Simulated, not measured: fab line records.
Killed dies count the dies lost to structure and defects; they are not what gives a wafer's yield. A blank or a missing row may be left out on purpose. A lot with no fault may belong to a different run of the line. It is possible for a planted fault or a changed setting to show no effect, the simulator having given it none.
Problem report in the 8D (eight disciplines) form, filled by code + flow gf180mcu + the parts of the form that need people (team, actions taken, sign-off) are left out

## 1. THE PROBLEM
Wafers free of any fault read 1573 (standard deviation 7.3) for NWELL_TW at GF_NWELL_TW_MEAS_11, against a mean of 1943 on 6 wafers of 2 lots. Measured from the usual mean, that is +51 standard deviations.
First observed at day 8 06:48: wafer L148.2, on film_metro-03. Wafers with a number at this step in the record: 39, from 13 lots. By rule, "out" or "out of limits" means more than 4 standard deviations away from the usual mean. Any other wafer with a number is counted as sound.

## 2. WHAT IT IS; WHAT IT IS NOT
| question                    | is                           | is not                                                           |
|-----------------------------|------------------------------|------------------------------------------------------------------|
| which readings at this step | NWELL_TW                     | -                                                                |
| which lots                  | L148, L149                   | L127, L128, L129, L134, L135, L137, L138, L139, L140, L141, L147 |
| which wafers of those lots  | all that have a number       | -                                                                |
| read on which gauges        | film_metro-01, film_metro-03 | film_metro-02                                                    |
| when                        | from day 8 06:48             | up to then (33 sound wafers)                                     |

## 3. WHAT RULES OUT EACH SUSPECT
Counting: a tool at any process step up to the reading remains a suspect when it ran all the lots that are out and ran no sound lot after the first of those.
- ruled out: the gauge at GF_NWELL_TW_MEAS_11. The wafers that are out were read on 2 gauges (film_metro-01, film_metro-03).
- litho_track-01 at GF_DNWELL_COAT_02 (resist thk 3000 nm): kept. It processed each lot that is out, first L148 at day 7 06:40, and no sound lot thereafter; up to then, the last sound lot it processed was L141 at day 5 19:53.
- plasma_asher-01 at GF_DNWELL_STRIP_08 (strips in O2/N2): kept. It processed each lot that is out, first L148 at day 7 14:47, and no sound lot thereafter; up to then, the last sound lot it processed was L147 at day 7 08:41. Out on those wafers are its own readings of strip_time_to_endpoint_s.
Remaining after the count are litho_track-01 at GF_DNWELL_COAT_02 and plasma_asher-01 at GF_DNWELL_STRIP_08.

## 4. THE CAUSE (what the simulator had put in)
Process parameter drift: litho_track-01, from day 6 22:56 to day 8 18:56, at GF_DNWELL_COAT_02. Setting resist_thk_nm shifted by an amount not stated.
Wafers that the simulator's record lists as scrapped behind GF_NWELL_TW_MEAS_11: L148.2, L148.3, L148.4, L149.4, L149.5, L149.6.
Counting left 2 suspects, and this tool is among them.

## 5. THE EFFECT CHAIN, in route order
Each row: a reading whose mean over the struck wafers that have a number lies more than 3 standard deviations from the usual. Scope: only readings with a usual standard deviation given in the record; hours: median across lots of the time from each lot's start at the first step in this table that gives one to its start at this step; sigmas: change in usual standard deviations.
| hours | step                | reading                  | usual   | on struck wafers | change | sigmas      |
|-------|---------------------|--------------------------|---------|------------------|--------|-------------|
| 0     | GF_DNWELL_STRIP_08  | strip_time_to_endpoint_s | 36.95 s | 16.73            | -20.22 | -99 or more |
| 16    | GF_NWELL_TW_MEAS_11 | NWELL_TW                 | 1573    | 1943             | +370   | +51         |
It contains these process steps:
- GF_DNWELL_STRIP_08: strips in O2/N2.

## 6. WHAT WOULD HAVE CAUGHT IT SOONER
Counted from the fault's start at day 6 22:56, it took 32 hours until the first out-of-limits reading at a measuring or inspecting step in this record, taken at day 8 06:48.
All the lots that are out (2) had begun GF_DNWELL_COAT_02 on litho_track-01 by day 8 06:48. A hold on the tool at that time would have spared none of them.
